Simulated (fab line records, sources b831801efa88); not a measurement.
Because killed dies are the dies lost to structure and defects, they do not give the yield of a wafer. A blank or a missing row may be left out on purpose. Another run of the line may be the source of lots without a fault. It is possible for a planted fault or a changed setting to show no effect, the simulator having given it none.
A struck lot beside a sound one | flow sky130 | 16 steps out of a route of 708
Sound: wafers L892.2, L892.3, L892.5. Struck: wafers L896.1, L896.3, L896.6. The cause is named last.
Order at every step that has rows: each side's tool, ch and its chambers, its first start. Under that, the readings that differ: sound wafers | struck wafers | difference of the means | sigmas: that difference in standard deviations of wafers without a fault.
alike: same words and numbers on both sides, and readings whose means sit less than 2 such deviations apart. not compared: any withheld reading, any reading some wafer has no value for, any bound like >300 that may hide the same value, and any number with overlapping values for which the record gives no deviation.
The two part at a step that has a row with sigmas, a row that says differs or no value, or rows on one side only. Numbers that don't overlap but have no deviation are shown without sigmas and don't part them. A reading that every wafer of one side lacks parts them only if that side has two wafers or more.

first, 2 steps without rows for these wafers: SKY_METAL4_PEB_11; SKY_METAL4_DEVELOP_12 (develop time 60 s).
SKY_METAL4_CD_MEAS_13: target cd 300 nm.
  sound on cd sem-02 at day 43 21:20; struck on cd sem-01 at day 44 03:55
  alike: cd nm
SKY_METAL4_OVL_MEAS_14:
  sound on overlay-01 at day 43 21:26; struck on overlay-01 at day 44 04:02
  alike: METAL4_OVL
SKY_METAL4_DESCUM_15: chemistry O2, time 8 s.
  sound on rie metal-01 ch 0,1, day 43 21:28; struck on rie metal-01 ch 0,1, day 44 04:04
  alike: drypump motor current A, he backside leak sccm, oes product au
  not compared: rf hours counter h
SKY_METAL4_ETCH_16: etches BARC in N2/H2, stops on SiO2, time 88.2 s, target depth 60 nm.
  sound on rie metal-01 ch 0,1, day 43 21:31; struck on rie metal-01 ch 0,1, day 44 04:06
  alike: drypump motor current A, he backside leak sccm, oes product au, throttle valve pct
  not compared: rf hours counter h
SKY_METAL4_ETCH_17: etches SiO2 in C4F8/O2/Ar, stops on TiN, time 3.9 s, target depth 15 nm.
  sound on rie diel-04 ch 0,2,3, day 43 21:36; struck on rie diel-04 ch 0,2,3, day 44 04:11
  alike: oes product au
  not compared: rf hours counter h
SKY_METAL4_METAL_ETCH_18: etches the open film in Cl2/BCl3, stops on SiO2, target depth 845 nm, time 183.1 s.
  sound on rie metal-04 ch 0,1, day 43 21:37; struck on rie metal-04 ch 0, day 44 04:13
  alike: drypump motor current A, he backside leak sccm, mfc cl2 sccm, oes product au, throttle valve pct
  not compared: rf hours counter h
SKY_METAL4_STRIP_19: strips in O2/N2.
  sound on plasma asher-03 ch 0,1, day 43 21:48; struck on plasma asher-03 ch 0,1, day 44 04:23
  alike: drypump motor current A, oes product au, strip time to endpoint s
  not compared: rf hours counter h
then, 3 steps without rows for these wafers: SKY_METAL4_STRIP_20 (strips in post etch residue remover, time 1200 s); SKY_METAL4_CLEAN_21 (cleans in IPA, time 180 s); SKY_METAL4_CLEAN_22 (cleans in O3/DIW).
SKY_VIA4_HDPCVD_00: deposits SiO2, target thk 1750 nm, time 291.7 s.
  sound on hdpcvd-02 ch 1,2, day 43 22:24; struck on hdpcvd-02 ch 0,1, day 44 05:01
  reading                                  | sound             | struck            | difference | sigmas
  run length s (s)                         | 319.1 320.2 319.3 | 273.2 274.6 274.6 | -45.4      | -78
  model.SiO2_of_VIA4_HDPCVD_00.thk nm (nm) | 1734 1720 1708    | 1466 1465 1468    | -254       |
SKY_VIA4_THK_MEAS_01:
  sound on film metro-04 at day 43 22:35; struck on film metro-03 at day 44 05:12
  reading              | sound          | struck         | difference | sigmas
  VIA4_HDPCVD_THK (nm) | 1733 1719 1708 | 1465 1466 1470 | -253       | -12
then, 1 step without rows for these wafers: SKY_VIA4_CMP_02 (polishes SiO2).
SKY_PAD_OPEN_PROBE_99:
  sound wafers here have rows in the record (prober-01, day 47 15:01); struck ones have none

== WHERE THEY PART ==
Last at SKY_PAD_OPEN_PROBE_99 as far as this record goes, first at SKY_VIA4_HDPCVD_00.

WHY: the cause the simulator had injected
Process parameters drifting: hdpcvd-02 at SKY_VIA4_HDPCVD_00, beginning at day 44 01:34. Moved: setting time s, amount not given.
